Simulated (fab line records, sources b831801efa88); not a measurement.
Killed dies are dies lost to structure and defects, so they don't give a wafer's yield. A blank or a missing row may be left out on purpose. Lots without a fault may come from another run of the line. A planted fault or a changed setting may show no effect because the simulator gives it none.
Problem report in the 8D (eight disciplines) form, filled by code | flow sky130 | the parts of the form that need people (team, actions taken, sign-off) are left out

1. THE PROBLEM
oes_product_au at SKY_PWDE_STRIP_09 reads a mean of 0.967 a.u. on 3 wafers of 1 lot; wafers without a fault read 0.722 a.u. with a standard deviation of 0.0049. That is +50 standard deviations from the usual mean.
The step: strips in O2/N2.
First seen on wafer L687.1, day 7 21:21, on plasma_asher-03. The record holds 39 wafers of 13 lots with a number at this step. Rule for "out", or "out of limits": more than 4 standard deviations from the usual mean. The other wafers with a number count as sound.

2. WHAT IT IS AND WHAT IT IS NOT
question                    | is                     | is not
which readings at this step | oes_product_au         | drypump_motor_current_A
which lots                  | L687                   | L673, L674, L675, L676, L677, L678, L679, L681, L682, L683, L686, L688
which wafers of those lots  | all that have a number | -
read on which tools         | plasma_asher-03        | plasma_asher-02, plasma_asher-04
when                        | from day 7 21:21       | up to then (33 sound wafers); but 3 sound wafers of L688 came after

3. SUSPECTS, AND WHAT RULES EACH OUT
Counting: a tool at a process step up to the reading stays a suspect if it ran every lot that is out and no sound lot after the first of them.
- rie_si-01 at SKY_FIELD_ISO_ETCH_17 (etches Si in HBr/Cl2/O2, target depth 342 nm, time 97.7 s): kept. It ran the lot that is out, L687 (day 5 22:59), and no sound lot after that; its last sound lot up to then is L683 (day 5 02:45).
- plasma_asher-03 at SKY_PWDE_STRIP_09 (strips in O2/N2): kept. It ran the lot that is out, L687 (day 7 21:21), and no sound lot after that; its last sound lot up to then is L682 (day 7 09:38). Its own readings are out on those wafers: oes_product_au.
Left after counting: rie_si-01 at SKY_FIELD_ISO_ETCH_17, plasma_asher-03 at SKY_PWDE_STRIP_09.

4. THE CAUSE (what the simulator had put in)
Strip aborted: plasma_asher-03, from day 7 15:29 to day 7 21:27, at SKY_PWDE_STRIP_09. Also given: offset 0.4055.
Counting left 2 suspects, and this tool is among them.

5. THE CHAIN OF EFFECTS, in route order
Each row: a reading whose mean over the struck wafers that have a number lies more than 3 standard deviations from the usual. Only readings for which the record gives a usual standard deviation are gone through. hours: the time from each lot's start at the first step in this table that gives one to its start at this step, as a median over the lots. sigmas: the change in usual standard deviations.
hours | step               | reading                  | usual      | on struck wafers | change | sigmas
0     | SKY_PWDE_STRIP_09  | oes_product_au           | 0.722 a.u. | 0.967            | +0.245 | +50
20    | SKY_NWELL_STRIP_14 | strip_time_to_endpoint_s | 36.88 s    | 40.81            | +3.93  | +36
The process steps in it:
- SKY_PWDE_STRIP_09: strips in O2/N2.
- SKY_NWELL_STRIP_14: strips in O2/N2.
Readings that are blank on the struck wafers while sound wafers have them: strip_time_to_endpoint_s at SKY_PWDE_STRIP_09.
Later measuring or inspecting steps at which every struck wafer that the step has a row for has a number for every such reading, and none has moved that far: SKY_NWELL_TW_MEAS_15.

6. WHAT WOULD HAVE CAUGHT IT SOONER
In this record the first reading out of limits was taken at day 7 21:21, 6 hours after the fault began at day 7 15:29.
